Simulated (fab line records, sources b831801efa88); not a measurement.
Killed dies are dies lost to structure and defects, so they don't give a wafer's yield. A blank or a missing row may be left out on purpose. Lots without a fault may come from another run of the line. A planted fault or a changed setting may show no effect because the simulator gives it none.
fab line records | flow sky130
record lots=6 wafers=18 last_day=50
route steps=708 shown METAL5@680 PASSIVATION@681 PAD_OPEN@694
lots that met no fault: from a run of the same line without faults
start_h: hours from the record's first day to the start of the lot's first wafer shown | wait_h: hours since the lot's step before | " the same as in the row above | L1.1+2: a row that stands for several wafers | - no value, or no start given | * or withheld: withheld | < > ~ a bound
route shown NAME@n: a module of which the file shows steps, and the number in the route of the first | usual: mean/standard deviation of fault-free wafers | same: alike in all rows | chamber/n: place in a boat | sites: the reading at each site | _std_site: their standard deviation | _edge_site: outer sites' mean less inner sites' | radius_mm: how far each site lies from the wafer's centre | mask NAME#n: copy n | behind: the tool/chamber that last shaped the wafer | hold: why the lot was held/for how many hours/how that ended | device: the transistor (n, p or np) that didn't switch | end of line: the same wafers' tests at the end of the route | a step without rows: its recipe alone | killed: dies lost to structure and defects at the first sort, not the wafer's yield | map: a wafer's dies, x killed, . not, _ none there
set.NAME: the setting as run; set.NAME@STEP: as run at that earlier step | model.NAME: the simulator's own value behind a step, which no gauge read
lots at some steps of the route; a table a step, a row a wafer
services: from which hour (start_h, from the record's first day; less than 0 if before it) a tool's chamber was out of use, for how many hours, and why
## steps
# step SKY_METAL5_CLEAN_19
# recipe chemistry=O3/DIW dry=n2_spin
# step SKY_PASSIVATION_CVD_00
# recipe material=SiO2 target_thk_nm=90 temp_c=400 time_s=withheld rf_w=600
# usual heater_power_w=605/81 susceptor_temp_C=400.03/0.22
# columns lot.wafer tool chamber start_h wait_h heater_power_w susceptor_temp_C
L600.4 pecvd-02 2 1107.49 0.0 682 399.95
L600.5 " 1 " " 750 400.04
L600.6 " 0 " " 617 399.85
L601.1 pecvd-04 0 1113.38 0.0 586 399.60
L601.3 " 1 " " 539 399.86
L601.5 " 0 " " 600 399.52
L603.1 pecvd-02 1 1115.51 0.0 630 400.25
L603.5 " 1 " " 638 400.06
L603.6 " 2 " " 570 399.88
L604.2 pecvd-04 0 1120.14 0.0 619 400.03
L604.5 " 1 " " 658 399.50
L604.6 " 2 " " 707 399.86
L607.2 pecvd-02 0 1140.14 0.0 592 400.37
L607.4 " 0 " " 591 400.02
L607.5 " 1 " " 729 400.00
L611.2 pecvd-04 0 1157.25 0.0 579 400.18
L611.3 " 2 " " 712 399.81
L611.4 " 1 " " 586 400.22
# step SKY_PASSIVATION_THK_MEAS_01
# recipe reads=SiO2_of_PASSIVATION_CVD_00
# usual PASSIVATION_CVD_00_THK=89.6/1.3
# columns lot.wafer tool chamber start_h wait_h PASSIVATION_CVD_00_THK[nm]
L600.4 film_metro-01 - 1107.53 - 88.4
L600.5 " - " " 89.8
L600.6 " - " " 90.0
L601.1 film_metro-03 - 1113.40 - 88.8
L601.3 " - " " 90.3
L601.5 " - " " 89.9
L603.1 film_metro-04 - 1115.54 - 89.5
L603.5 " - " " 90.1
L603.6 " - " " 88.0
L604.2 film_metro-03 - 1120.17 - 87.8
L604.5 " - " " 92.5
L604.6 " - " " 90.5
L607.2 film_metro-01 - 1140.17 - 88.2
L607.4 " - " " 89.6
L607.5 " - " " 89.5
L611.2 film_metro-03 - 1157.28 - 87.0
L611.3 " - " " 88.3
L611.4 " - " " 90.5
# step SKY_PASSIVATION_CVD_02
# recipe material=Si3N4 target_thk_nm=540 temp_c=400 time_s=withheld rf_w=450
# usual heater_power_w=670/87 susceptor_temp_C=400.03/0.21
# columns lot.wafer tool chamber start_h wait_h heater_power_w susceptor_temp_C
L600.4 pecvd-01 2 1107.67 0.1 615 400.09
L600.5 " 0 " " 602 399.84
L600.6 " 1 " " 666 399.85
L601.1 pecvd-02 1 1113.46 0.1 746 400.02
L601.3 " 0 " " 677 399.73
L601.5 " 0 " " 537 400.27
L603.1 pecvd-01 0 1115.60 0.1 578 400.06
L603.5 " 2 " " 622 400.13
L603.6 " 0 " " 599 400.23
L604.2 pecvd-02 2 1120.22 0.0 730 400.17
L604.5 " 0 " " 655 399.53
L604.6 " 1 " " 684 399.75
L607.2 pecvd-04 0 1140.22 0.0 586 399.94
L607.4 " 1 " " 572 400.14
L607.5 " 0 " " 619 399.92
L611.2 pecvd-02 2 1157.33 0.0 736 400.03
L611.3 " 1 " " 832 400.15
L611.4 " 2 " " 614 400.13
# step SKY_PASSIVATION_THK_MEAS_03
# recipe reads=Si3N4_of_PASSIVATION_CVD_02
# usual PASSIVATION_CVD_02_THK=542/7.6
# columns lot.wafer tool chamber start_h wait_h PASSIVATION_CVD_02_THK[nm]
L600.4 film_metro-04 - 1107.82 - 544
L600.5 " - " " 545
L600.6 " - " " 555
L601.1 film_metro-03 - 1113.68 - 540
L601.3 " - " " 540
L601.5 " - " " 554
L603.1 film_metro-04 - 1115.82 - 540
L603.5 " - " " 552
L603.6 " - " " 550
L604.2 film_metro-01 - 1120.45 - 527
L604.5 " - " " 546
L604.6 " - " " 548
L607.2 film_metro-03 - 1140.45 - 532
L607.4 " - " " 553
L607.5 " - " " 548
L611.2 film_metro-04 - 1157.57 - 552
L611.3 " - " " 546
L611.4 " - " " 553
# step SKY_PASSIVATION_DEHYDRATE_04
# recipe temp_c=200 time_s=60
# step SKY_PASSIVATION_HMDS_05
# recipe prime_time_s=60 prime_temp_c=120
# step SKY_PASSIVATION_COAT_06
# recipe spin_rpm=2000 resist_thk_nm=3000
# step SKY_PASSIVATION_SOFTBAKE_07
# recipe temp_c=110 time_s=withheld
# step SKY_PASSIVATION_EXPOSE_08
# recipe mask_id=NSM target_cd_nm=3000 na=0.57 dose_mj=260
# step SKY_PASSIVATION_PEB_09
# recipe temp_c=115 time_s=withheld
# step SKY_PASSIVATION_DEVELOP_10
# recipe develop_time_s=60 dev_temp_c=23
# step SKY_PASSIVATION_ETCH_11
# recipe chemistry=CF4/O2 target_depth_nm=725 stop_on=AlCu source_w=800 bias_w=150 pressure_mtorr=150 cf4_flow_sccm=80 O2_flow_sccm=10 time_s=161.1
# usual drypump_motor_current_A=5.5/0.39 oes_product_au=0.979/0.0072 rf_fwd_power_W=796.7/2.3 throttle_valve_pct=5.965/0.0095
# columns lot.wafer tool chamber start_h wait_h drypump_motor_current_A oes_product_au rf_fwd_power_W rf_hours_counter_h throttle_valve_pct model.coat_of_PASSIVATION_COAT_06.thk_nm
L600.4 rie_diel-04 0 1126.73 - 5.1 0.980 798.9 15 5.971 2503
L600.5 " 0 " " 5.1 0.987 796.6 - 5.982 2505
L600.6 " 1 " " 6.2 0.990 797.4 - 5.959 2504
L601.1 rie_diel-04 0 1133.13 - 5.1 0.982 924.8 16 5.947 2447
L601.3 " 2 " " 5.1 0.979 926.3 31 5.967 2434
L601.5 " 1 " " 6.1 1.002 925.2 - 5.969 2441
L603.1 rie_diel-04 3 1135.54 - 5.1 0.978 926.4 29 5.958 2455
L603.5 " 1 " " 6.2 0.994 924.9 - 5.965 2444
L603.6 " 2 " " 5.2 0.988 923.0 - 5.978 2428
L604.2 rie_diel-03 1 1139.32 - 6.1 0.968 798.5 11 5.968 2509
L604.5 " 2 " " 5.4 0.983 795.5 - 5.970 2523
L604.6 " 1 " " 6.0 0.984 794.8 - 5.974 2524
L607.2 rie_diel-01 3 1158.84 - 5.5 0.971 799.7 15 5.954 2521
L607.4 " 2 " " 5.8 0.989 797.4 22 5.970 2521
L607.5 " 1 " " 5.5 0.988 798.4 - 5.955 2523
L611.2 rie_diel-01 1 1174.68 - 5.5 0.985 797.6 25 5.972 2527
L611.3 " 3 " " 5.5 0.970 802.2 15 5.969 2521
L611.4 " 2 " " 5.8 0.994 796.6 22 5.965 2517
# step SKY_PASSIVATION_STRIP_12
# recipe chemistry=O2/N2 power_w=1400 pressure_mtorr=1500 platen_temp_c=withheld overash_fraction=0.7 o2_flow_sccm=3000 n2_flow_sccm=300
# usual drypump_motor_current_A=5.9/0.49 oes_product_au=0.660/0.0042 strip_time_to_endpoint_s=31.49/0.14
# columns lot.wafer tool chamber start_h wait_h drypump_motor_current_A oes_product_au rf_hours_counter_h strip_time_to_endpoint_s
L600.4 plasma_asher-04 1 1126.86 0.1 5.2 0.658 - 31.36
L600.5 " 1 " " 5.2 0.655 - 31.36
L600.6 " 0 " " 6.8 0.656 - 31.38
L601.1 plasma_asher-02 0 1133.23 0.1 6.3 0.653 98 30.74
L601.3 " 1 " " 5.8 0.661 - 30.56
L601.5 " 0 " " 6.3 0.660 - 30.65
L603.1 plasma_asher-04 1 1135.64 0.1 5.3 0.662 7 30.80
L603.5 " 1 " " 5.3 0.654 - 30.70
L603.6 " 0 " " 6.8 0.662 - 30.49
L604.2 plasma_asher-02 1 1139.43 0.1 5.9 0.662 99 31.42
L604.5 " 0 " " 6.3 0.662 - 31.60
L604.6 " 1 " " 5.8 0.664 - 31.62
L607.2 plasma_asher-04 0 1158.94 0.1 6.8 0.659 9 31.57
L607.4 " 1 " " 5.3 0.665 - 31.55
L607.5 " 0 " " 6.8 0.660 - 31.61
L611.2 plasma_asher-03 1 1174.78 0.1 5.3 0.660 41 31.65
L611.3 " 1 " " 5.3 0.661 - 31.58
L611.4 " 0 " " 5.8 0.662 - 31.51
# step SKY_PAD_OPEN_DEHYDRATE_00
# recipe temp_c=200 time_s=60
# step SKY_PAD_OPEN_PROBE_99
# usual defect_limited_yield=82.2/1.8 killed_at_M0_to_M3=43/6.6 killed_at_M4_up=3.2/1.9 killed_at_contacts=25/5.3 killed_at_front_end=16/4.5 killed_at_other=0.3/0.63 killed_dies=87/8.9 killed_open=48/7.9 killed_short=39/5.3 sort_bin_3_pad_short=0.8/0.38 sort_bin_5_function=10.5/1.5 sort_bin_6_memory=6.4/1.2 sort_n_pass=405/8.9 sort_yield_pct=82.2/1.8
# same gross_dies=492 killed_at_back_side=0 sort_bin_4_leakage[%]=0 sort_bin_8_speed[%]=0
# columns lot.wafer tool chamber start_h wait_h defect_limited_yield[%] killed_at_M0_to_M3 killed_at_M4_up killed_at_contacts killed_at_front_end killed_at_other killed_dies killed_open killed_short sort_bin_3_pad_short[%] sort_bin_5_function[%] sort_bin_6_memory[%] sort_n_pass sort_yield_pct[%]
L601.1 prober-02 - 1154.10 0.1 83.9 41 5 16 17 0 79 42 37 1.2 7.9 6.9 413 83.9
L601.3 prober-02 - 1154.20 0.2 82.3 53 0 19 14 1 87 47 39 1.2 9.8 6.7 405 82.3
L601.5 prober-02 - 1154.30 0.2 84.3 42 2 16 17 0 77 42 34 1.0 9.8 4.9 415 84.3
# killed by level:class
L601.1 VIA1:geometric_particle:open=14 FIELD_ISO:geometric_particle:open=6 CONTACT:geometric_particle:open=6 VIA3:geometric_particle:open=6 VIA2:geometric_particle:short=6 METAL4:geometric_particle:short=5 METAL2:geometric_particle:short=5 METAL1:geometric_particle:short=4
L601.3 VIA3:geometric_particle:open=13 CONTACT:geometric_particle:open=8 METAL2:geometric_particle:short=8 VIA1:geometric_particle:open=7 LI_CONTACT:geometric_particle:open=6 VIA3:geometric_particle:short=6 METAL1:geometric_particle:short=5 FIELD_ISO:geometric_particle:open=4
L601.5 VIA1:geometric_particle:open=12 METAL1:geometric_particle:short=7 LI_CONTACT:geometric_particle:open=5 CONTACT:geometric_particle:open=5 VIA2:geometric_particle:open=5 VIA3:geometric_particle:open=5 POLY_GATE:geometric_particle:short=4 METAL2:geometric_particle:short=3
## services
# columns tool chamber start_h hours kind
rie_diel-03 - 1093.69 0.2 repair
rie_diel-03 - 1094.72 0.2 repair
plasma_asher-02 - 1107.97 2.1 repair
plasma_asher-02 - 1113.89 4.0 repair
rie_diel-03 3 1116.98 10.2 repair
rie_diel-04 - 1118.59 1.2 repair
pecvd-02 1 1144.16 5.5 scheduled_down
pecvd-04 - 1145.16 2.8 pm
pecvd-02 2 1160.50 18.4 repair
pecvd-04 - 1163.49 2.1 repair
pecvd-04 0 1163.80 28.8 repair
pecvd-04 - 1170.86 6.0 pm
## key
first_sign step=SKY_PASSIVATION_ETCH_11 reading=rf_fwd_power_W direction=up sigmas=55 usual=796.7 struck=925.1
effect step=SKY_PASSIVATION_STRIP_12 reading=strip_time_to_endpoint_s direction=down sigmas=5.8 usual=* struck=*
model_effect step=SKY_PASSIVATION_ETCH_11 value=coat_of_PASSIVATION_COAT_06.thk_nm without=2509 struck=2441
met_at SKY_PASSIVATION_ETCH_11
struck_wafers L601.1,L601.3,L601.5,L603.1,L603.5,L603.6
onset_between 1126.73 1133.13
fault kind=process_parameter_drift tool=rie_diel-04 chamber=- onset_h=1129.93 steps=SKY_PASSIVATION_ETCH_11 channel=source_w offset=128 shape=step end_h=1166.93 acts_in=these_recipes_only stated=800
